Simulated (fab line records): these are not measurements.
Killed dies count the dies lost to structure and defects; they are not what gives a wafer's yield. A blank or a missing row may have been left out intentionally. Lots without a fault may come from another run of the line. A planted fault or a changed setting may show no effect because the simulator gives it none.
Chamber matching + flow sky130 + SKY_VIA3_ETCH_14 on rie_diel-01: 4 sister chambers
The step etches BARC in N2/H2, stops on SiO2, time 45.9 s, target depth 60 nm. 8 wafers are shown with their chamber, then 9 later ones without.

WAFERS PAIRED WITH THEIR CHAMBERS
| wafer  | chamber | drypump_motor_current_A (A) | oes_product_au (a.u.) |
|--------|---------|-----------------------------|-----------------------|
| L078.6 | 0       | 4.8                         | 0.860                 |
| L080.1 | 2       | 5.0                         | 0.858                 |
| L080.3 | 0       | 4.8                         | 0.860                 |
| L080.5 | 1       | 6.1                         | 0.856                 |
| L080.6 | 2       | 5.1                         | 0.855                 |
| L082.1 | 1       | 6.1                         | 0.859                 |
| L082.2 | 3       | 6.0                         | 0.858                 |
| L082.5 | 3       | 6.0                         | 0.852                 |

WAFERS WITH NO CHAMBER GIVEN
| wafer  | drypump_motor_current_A (A) | oes_product_au (a.u.) |
|--------|-----------------------------|-----------------------|
| L089.1 | 6.1                         | 0.851                 |
| L089.2 | 5.0                         | 0.853                 |
| L089.3 | 6.0                         | 0.846                 |
| L089.4 | 4.8                         | 0.858                 |
| L089.5 | 6.1                         | 0.852                 |
| L089.6 | 5.0                         | 0.868                 |
| L092.1 | 5.0                         | 0.858                 |
| L092.3 | 6.1                         | 0.856                 |
| L092.5 | 6.1                         | 0.851                 |

CHAMBER TAKEN BY EACH
| wafer  | from the rows above     | in truth |
|--------|-------------------------|----------|
| L089.1 | can't be placed: 1 or 3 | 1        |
| L089.2 | 2                       | 2        |
| L089.3 | can't be placed: 3 or 1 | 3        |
| L089.4 | 0                       | 0        |
| L089.5 | can't be placed: 1 or 3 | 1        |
| L089.6 | can't be placed: 2 or 0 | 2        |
| L092.1 | 2                       | 2        |
| L092.3 | 1                       | 1        |
| L092.5 | can't be placed: 1 or 3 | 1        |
Placed correctly: 4 of 9. Unplaceable from these rows: 5, with the true chamber sitting among the candidates in 5. 0 placed wrongly.
How it was worked out, from the rows above alone: a wafer's distance from a chamber is the root of the sum, over the readings, of the square of ((its reading less the chamber's mean) divided by the reading's scatter). If the next closest chamber is less than 2 further off than the closest, the wafer can't be placed; otherwise it belongs to the closest. For every chamber, the mean is computed from those of its wafers that are shown. The scatter: take each reading less its chamber's mean, square it, sum over the shown wafers, divide by the number of wafers less the number of chambers, and take the root.
